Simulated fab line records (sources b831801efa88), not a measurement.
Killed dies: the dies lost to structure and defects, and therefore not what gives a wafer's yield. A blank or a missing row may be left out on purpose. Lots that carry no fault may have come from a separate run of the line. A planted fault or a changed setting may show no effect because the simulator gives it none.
A lot that was struck, set against a sound lot ; flow sky130 ; 15 out of 708 route steps
Sound: wafers L943.1, L943.5, L943.6. Struck: wafers L944.1, L944.4, L944.6. The cause comes at the end.
Each step with rows lists, per side, the tool, then ch with its chambers, then its first start. Under that, the readings that differ: sound wafers ; struck wafers ; difference of the means ; sigmas: that difference in standard deviations of wafers without a fault.
alike: readings whose means differ by less than 2 such deviations, and words and numbers that are the same on both sides. not compared: withheld readings, readings that some wafer has no value for, bounds like >300 that may hide the same value, and numbers for which the record gives no deviation and whose values overlap.
Wherever a step has rows on one side only, a row that says differs or no value, or a row with sigmas, the two part there. When numbers do not overlap yet have no deviation, they are printed without sigmas and do not part them. A reading that every wafer of one side lacks parts them only if that side has two wafers or more.

SKY_SONOS_ONO_THK_MEAS_05:
  sound on film metro-03, day 13 20:04; struck on film metro-03, day 13 21:19
  alike: SONOS_ONO_CVD_04_THK
then, 7 steps without rows for these wafers: SKY_SONOS_ONO_DEHYDRATE_06 (time 60 s); SKY_SONOS_ONO_HMDS_07 (prime time 60 s); SKY_SONOS_ONO_COAT_08 (resist thk 1140 nm); SKY_SONOS_ONO_SOFTBAKE_09 (time 60 s); SKY_SONOS_ONO_EXPOSE_10 (exposes mask ONOM, target cd 410 nm); SKY_SONOS_ONO_PEB_11; SKY_SONOS_ONO_DEVELOP_12 (develop time 60 s).
SKY_SONOS_ONO_CD_MEAS_13 targets a cd of 410 nm.
  sound on cd sem-02, day 14 22:08; struck on cd sem-02, day 14 23:29
  alike: cd nm
SKY_SONOS_ONO_OVL_MEAS_14:
  sound on overlay-01, day 14 22:15; struck on overlay-01, day 14 23:37
  alike: SONOS_ONO_OVL
SKY_SONOS_ONO_ETCH_15: etches the open film in CHF3/O2, target depth 19.52 nm, time 7.8 s.
  sound on rie diel-04 ch 0,1, day 14 22:17; struck on rie diel-01 ch 1,2, day 14 23:38
  alike: drypump motor current A, oes product au, throttle valve pct
  not compared: rf hours counter h
then, 1 step without rows for these wafers: SKY_SONOS_ONO_WET_ETCH_16 (etches SiO2 in dHF, target depth 14 nm, time 280 s).
SKY_SONOS_ONO_STRIP_17: strips in O2/N2.
  sound on plasma asher-01 ch 0,1, day 14 22:24; struck on plasma asher-03 ch 0,1, day 14 23:46
  no value came back on the struck wafers for chamber pressure mTorr (mTorr), drypump motor current A (A), oes product au (a.u.), strip time to endpoint s (s); on the sound wafers chamber pressure mTorr (mTorr) reads 1501.7 1501.2 1500.3
reading;sound;struck;difference;sigmas
model.NOVOLAK_of_SONOS_ONO_COAT_08.thk nm (nm);0 0 0;1125 1119 1125;+1123;
  not compared: rf hours counter h
then, 1 step without rows for these wafers: SKY_SONOS_ONO_WET_ETCH_18 (etches Si3N4 in H3PO4, target depth 15 nm, time 172 s).
-- the record jumps here: 32 days lie between the struck wafers' starts before and after (it left off in module SONOS_ONO and takes up again in module PAD_OPEN, whose first step shown is number 708 of the route) --
SKY_PAD_OPEN_PROBE_99:
  sound on prober-02, day 47 08:42; struck on prober-01, day 47 10:12
reading;sound;struck;difference;sigmas
hold;- - -;await dispo/3.0h/scrap await dispo/3.0h/scrap await dispo/3.0h/scrap;no value on the sound wafers;
killed at front end;20 25 12;408 417 419;+396;+97
killed dies;94 96 69;492 492 492;+406;+43
killed on rim;17 22 17;96 96 96;+77;+20
  alike: killed_at_M0_to_M3, killed_at_M4_up, killed at contacts, killed at other, killed open, killed short

WHERE THEY PART
Earliest at SKY_SONOS_ONO_STRIP_17; latest, in this record, at SKY_PAD_OPEN_PROBE_99.

WHY: what the simulator had put in
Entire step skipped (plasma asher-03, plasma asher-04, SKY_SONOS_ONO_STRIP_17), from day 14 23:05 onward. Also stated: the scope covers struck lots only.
